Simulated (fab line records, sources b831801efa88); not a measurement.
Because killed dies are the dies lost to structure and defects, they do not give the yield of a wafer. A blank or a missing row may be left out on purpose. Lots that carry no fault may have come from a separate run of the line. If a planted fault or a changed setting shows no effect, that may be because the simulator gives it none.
What tool caused it? + flow sky130 + route of 708 steps, sampled at 1 step: 12 lots, 36 wafers

## WHAT EACH GAUGE READ, for each wafer
SKY_CAPM_THK_MEAS_04: measures by xrf. Usual: CAPM_TIN_THK 203 nm, standard deviation 3.1.
| lot  | measured     | on           | CAPM_TIN_THK (nm) | flag |
|------|--------------|--------------|-------------------|------|
| L115 | day 36 03:56 | filmMetro-03 | 201 201 199       |      |
| L117 | day 36 17:41 | filmMetro-03 | 200 202 200       |      |
| L118 | day 37 12:08 | filmMetro-03 | 201 197 196       |      |
| L119 | day 37 20:02 | filmMetro-04 | 202 203 207       |      |
| L121 | day 38 06:10 | filmMetro-03 | 199 202 204       |      |
| L123 | day 38 15:52 | filmMetro-04 | 200 204 199       |      |
| L124 | day 39 03:45 | filmMetro-02 | 209 208 208       |      |
| L128 | day 40 09:31 | filmMetro-02 | 206 205 202       |      |
| L132 | day 41 06:56 | filmMetro-02 | 208 209 206       |      |
| L133 | day 41 18:52 | filmMetro-04 | 201 202 203       |      |
| L134 | day 42 15:17 | filmMetro-02 | 208 207 206       |      |
| L135 | day 43 01:46 | filmMetro-03 | 203 202 205       |      |

## EACH LOT AND THE TOOL THAT RAN IT (in order: tool; ch and the chambers of the sampled wafers; start)
Record: no process step prior to these readings.

## WHAT THE TOOLS THEMSELVES READ (means of the sampled wafers that have a number; where no wafer has one, the mark that the record gives instead)
The record holds no such reading with a usual standard deviation.

## THE ANSWER, worked out from the rows above alone
Rule: lot off if the mean of its wafers having a number is beyond 3 standard deviations from the usual mean. A lot without any number at a reading at which 4 lots or more have one is off too. All remaining lots with rows at the step are treated as sound. The gauges are gone through in route order, then the tools' own readings, and for those a lot's mean is taken as printed above. At the first step where some lot is off, the reading lying furthest off is the one used; lots without a number count as furthest.
No lot is off at any reading shown: from this, nothing can be told.

## WHAT THE SIMULATOR HAD INSERTED
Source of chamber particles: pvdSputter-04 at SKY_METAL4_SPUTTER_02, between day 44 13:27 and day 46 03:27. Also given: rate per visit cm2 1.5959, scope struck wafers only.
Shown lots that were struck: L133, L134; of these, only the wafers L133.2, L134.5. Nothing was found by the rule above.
